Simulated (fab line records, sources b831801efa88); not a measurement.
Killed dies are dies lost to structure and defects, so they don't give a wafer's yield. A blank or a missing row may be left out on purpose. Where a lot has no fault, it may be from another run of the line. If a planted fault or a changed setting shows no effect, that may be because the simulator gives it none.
Split-lot study | flow sky130 | route with 708 steps; 5 lots, 23 wafers read

== THE SPLIT ITSELF ==
At SKY_LDD_HVN_SOFTBAKE_03 (time 60 s), the setting temp-c was moved away from the recipe's 90 C on 6 of the 23 wafers read, by +2.4% to +3.7%. For the rest of the wafers, this setting stayed at what the recipe calls for.

The reading comes from the split's own step.

== THE READING ==
NOVOLAK_of_LDD_HVN_COAT_02.thk-nm (the simulator's own value, which no gauge read), in nm, at SKY_LDD_HVN_SOFTBAKE_03 (time 60 s). There is no usual value for it anywhere in the file. Average 299.8 nm, standard deviation 0.89 nm, over the 17 wafers here run with the recipe.

wafer  | tool, chamber at the split | temp-c as run, C | against the recipe | NOVOLAK_of_LDD_HVN_COAT_02.thk-nm, nm | against lot-mates on the recipe
L076.2 | litho-track-02, 0          | 90               | recipe             | 300.9                                 | -
L076.4 | litho-track-02, 0          | 90               | recipe             | 300                                   | -
L076.5 | litho-track-02, 0          | 90               | recipe             | 299.9                                 | -
L077.1 | litho-track-03, 0          | 90               | recipe             | 299.8                                 | -
L077.2 | litho-track-03, 0          | 90               | recipe             | 299.5                                 | -
L077.4 | litho-track-03, 0          | 92.19            | +2.4%              | 299.2                                 | -0.6
L077.5 | litho-track-03, 0          | 92.19            | +2.4%              | 299.1                                 | -0.7
L077.6 | litho-track-03, 0          | 90               | recipe             | 300                                   | -
L082.1 | litho-track-03, 0          | 90               | recipe             | 300.9                                 | -
L082.2 | litho-track-03, 0          | 90               | recipe             | 301.2                                 | -
L082.3 | litho-track-03, 0          | 90               | recipe             | 300.7                                 | -
L082.4 | litho-track-03, 0          | 93.01            | +3.3%              | 298.5                                 | -2.4
L082.6 | litho-track-03, 0          | 93.01            | +3.3%              | 298                                   | -2.9
L083.1 | litho-track-01, 0          | 90               | recipe             | 299.8                                 | -
L083.2 | litho-track-01, 0          | 90               | recipe             | 299.6                                 | -
L083.3 | litho-track-01, 0          | 90               | recipe             | 300.2                                 | -
L083.4 | litho-track-01, 0          | 90               | recipe             | 300.4                                 | -
L083.6 | litho-track-01, 0          | 90               | recipe             | 299.1                                 | -
L084.1 | litho-track-01, 0          | 90               | recipe             | 298.4                                 | -
L084.3 | litho-track-01, 0          | 90               | recipe             | 298.4                                 | -
L084.2 | litho-track-01, 0          | 90               | recipe             | 298                                   | -
L084.5 | litho-track-01, 0          | 93.32            | +3.7%              | 296.8                                 | -1.5
L084.6 | litho-track-01, 0          | 93.32            | +3.7%              | 295.8                                 | -2.5

THE FIT
A straight line over all 23 wafers: NOVOLAK_of_LDD_HVN_COAT_02.thk-nm changes by -0.657 nm for each +1% of temp-c; r = -0.71; the points scatter about the line by 0.95 nm.
The same after taking each lot's own level away (the mean of its wafers on the recipe; 23 wafers): -0.584 nm for each +1%; r = -0.87; scatter 0.49 nm.
According to that fit, moving temp-c by its largest amount changes the reading by 2.2 nm.
Across the lots, their own levels run from 298.27 to 300.93 nm, a range of 3.0 times the standard deviation given above.
So the lot-to-lot level blurs the effect unless lot-mates are compared.
Check: for one of the wafers moved furthest among these (+3.7%), held out of the fit, the line's prediction against its lot-mates is -2.32 nm. Against them it came out at -1.47 nm.

== OTHER SPLITS ON THESE WAFERS ==
These wafers also went through other splits before the reading. Each is held against what the fit with the lots' levels taken away leaves over:
other split on the same wafers      | wafers away from the commonest value | r with NOVOLAK_of_LDD_HVN_COAT_02.thk-nm (lot level and that fit taken away)
SKY_GATE_OXIDE_SOFTBAKE_06 temp-c   | 6                                    | +0.23
SKY_RES_PROTECT_COAT_02 spin-rpm    | 7                                    | +0.13
SKY_POLY_GATE_CVD_03 pressure-mtorr | 10                                   | +0.05
SKY_POLY_GATE_EXPOSE_10 dose-mj     | 6                                    | +0.40
SKY_LDD_N_SOFTBAKE_03 temp-c        | 10                                   | -0.42
SKY_LDD_P_IMPLANT_09 dose-cm2       | 8                                    | -0.06

== THE FILE'S OWN FIT ==
NOVOLAK_of_LDD_HVN_COAT_02.thk-nm changes by -0.587 nm for each +1% of temp-c, r = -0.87.
